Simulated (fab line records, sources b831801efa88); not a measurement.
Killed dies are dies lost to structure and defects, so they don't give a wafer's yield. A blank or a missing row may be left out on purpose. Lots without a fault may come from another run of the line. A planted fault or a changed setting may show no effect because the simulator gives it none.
Which tool did it? | flow gf180mcu | 12 lots, 36 wafers sampled, at 2 steps of a route of 602

WHAT THE GAUGES READ, wafer by wafer
GF_M3_CD_MEAS_14: target cd 280 nm.
lot  | measured     | on        | cd_nm (nm)
L075 | day 21 11:10 | cd_sem-02 | 280.9 279.6 280.9
L077 | day 22 08:16 | cd_sem-02 | 281.3 283.2 281.9
L079 | day 23 06:41 | cd_sem-01 | 280.0 280.2 278.6
L081 | day 23 22:26 | cd_sem-02 | 281.1 280.1 279.7
L083 | day 24 15:13 | cd_sem-02 | 278.7 279.9 278.6
L085 | day 25 08:32 | cd_sem-02 | 280.1 280.7 280.1
L087 | day 25 23:04 | cd_sem-02 | 281.7 280.7 281.8
L089 | day 26 08:40 | cd_sem-02 | 278.9 278.8 279.5
L091 | day 27 08:07 | cd_sem-01 | 280.9 280.9 278.9
L092 | day 28 00:21 | cd_sem-02 | 280.9 281.5 280.5
L095 | day 28 09:43 | cd_sem-02 | 279.9 279.7 281.1
L097 | day 29 00:18 | cd_sem-01 | 280.4 279.8 281.0

WHICH TOOL RAN EACH LOT (tool, then ch and the chambers of the sampled wafers, then the start)
lot  | GF_V2_ETCH_16
L075 | rie_diel-03 ch 0,1,3, day 20 09:19
L077 | rie_diel-02 ch 0,2,3, day 21 07:07
L079 | rie_diel-02 ch 0,2,3, day 22 06:01
L081 | rie_diel-04 ch 1,3, day 22 22:17
L083 | rie_diel-02 ch 0,3, day 23 15:40
L085 | rie_diel-04 ch 0,2, day 24 09:19
L087 | rie_diel-02 ch 0,3, day 25 00:40
L089 | rie_diel-03 ch 2,3, day 25 10:16
L091 | rie_diel-02 ch 0,1, day 26 11:22
L092 | rie_diel-02 ch 1,2, day 26 23:58
L095 | rie_diel-04 ch 0,1, day 27 12:01
L097 | rie_diel-04 ch 0,2, day 28 02:46
- GF_V2_ETCH_16: etches BARC in N2/H2.

THE ANSWER, worked out from the rows above alone
Rule: what is usual is taken from the lots themselves. Put in order of their means at a reading, lots are off if they are a third of the lots or fewer, leave a main group of 4 or more, and stand apart from it by a gap of 3 or more times the standard deviation of the main group's means; of several such gaps the widest counts. A main group whose means are all the same, to the digits that the tables above print for the reading, isn't used. A lot without any number at a reading at which 4 lots or more have one is off too. The other lots that the step has rows for count as sound.
No lot is off at any reading shown: from this, nothing can be told.

WHAT THE SIMULATOR HAD PUT IN
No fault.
